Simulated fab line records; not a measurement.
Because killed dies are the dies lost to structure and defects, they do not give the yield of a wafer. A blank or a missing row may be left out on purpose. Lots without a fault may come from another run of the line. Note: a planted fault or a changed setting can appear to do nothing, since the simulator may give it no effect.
Which tool was responsible? || flow sky130 || 6 lots (18 wafers sampled), 1 step of a 708-step route

WHAT THE GAUGES SHOWED, per wafer
SKY_SONOS_ONO_CD_MEAS_13: the cd target is 410 nm.
{"lot": "L183", "measured": "day 13 00:11", "on": "cd-sem-02", "cd-nm (nm)": "411.7 413.7 411.3"}
{"lot": "L190", "measured": "day 14 23:05", "on": "cd-sem-01", "cd-nm (nm)": "409.8 407.9 409.9"}
{"lot": "L191", "measured": "day 15 08:59", "on": "cd-sem-02", "cd-nm (nm)": "411.4 410.8 411.0"}
{"lot": "L193", "measured": "day 15 23:35", "on": "cd-sem-01", "cd-nm (nm)": "409.4 410.0 409.4"}
{"lot": "L198", "measured": "day 17 21:58", "on": "cd-sem-01", "cd-nm (nm)": "405.0 403.1 404.8"}
{"lot": "L205", "measured": "day 20 02:58", "on": "cd-sem-01", "cd-nm (nm)": "410.4 409.8 410.7"}

WHAT TOOL EACH LOT RAN ON (gives the tool, then ch and the chambers of the sampled wafers, and finally the start)
The record holds no process step before these readings.

THE ANSWER, worked out from the rows above alone
Rule: the usual values come from the lots themselves. Put in order of their means at a reading, lots are off if they are a third of the lots or fewer, leave a main group of 4 or more, and stand apart from it by a gap of 3 or more times the standard deviation of the main group's means; of several such gaps the widest counts. The tables above print the reading to a certain number of digits; a main group whose means all agree to those digits is not used. Also off: a lot with no number at a reading for which 4 or more lots have one. All remaining lots with rows at the step are treated as sound.
Off: L198 (SKY_SONOS_ONO_CD_MEAS_13, cd-nm). Main group: mean 410.5 nm, sd 1.1.
A tool fits if, at a process step before that reading, it ran every lot that is off, and no sound lot after the first of them. Gauges at SKY_SONOS_ONO_CD_MEAS_13: tried the same way as those tools. Of those tried, none fits.

WHAT WAS PUT IN BY THE SIMULATOR
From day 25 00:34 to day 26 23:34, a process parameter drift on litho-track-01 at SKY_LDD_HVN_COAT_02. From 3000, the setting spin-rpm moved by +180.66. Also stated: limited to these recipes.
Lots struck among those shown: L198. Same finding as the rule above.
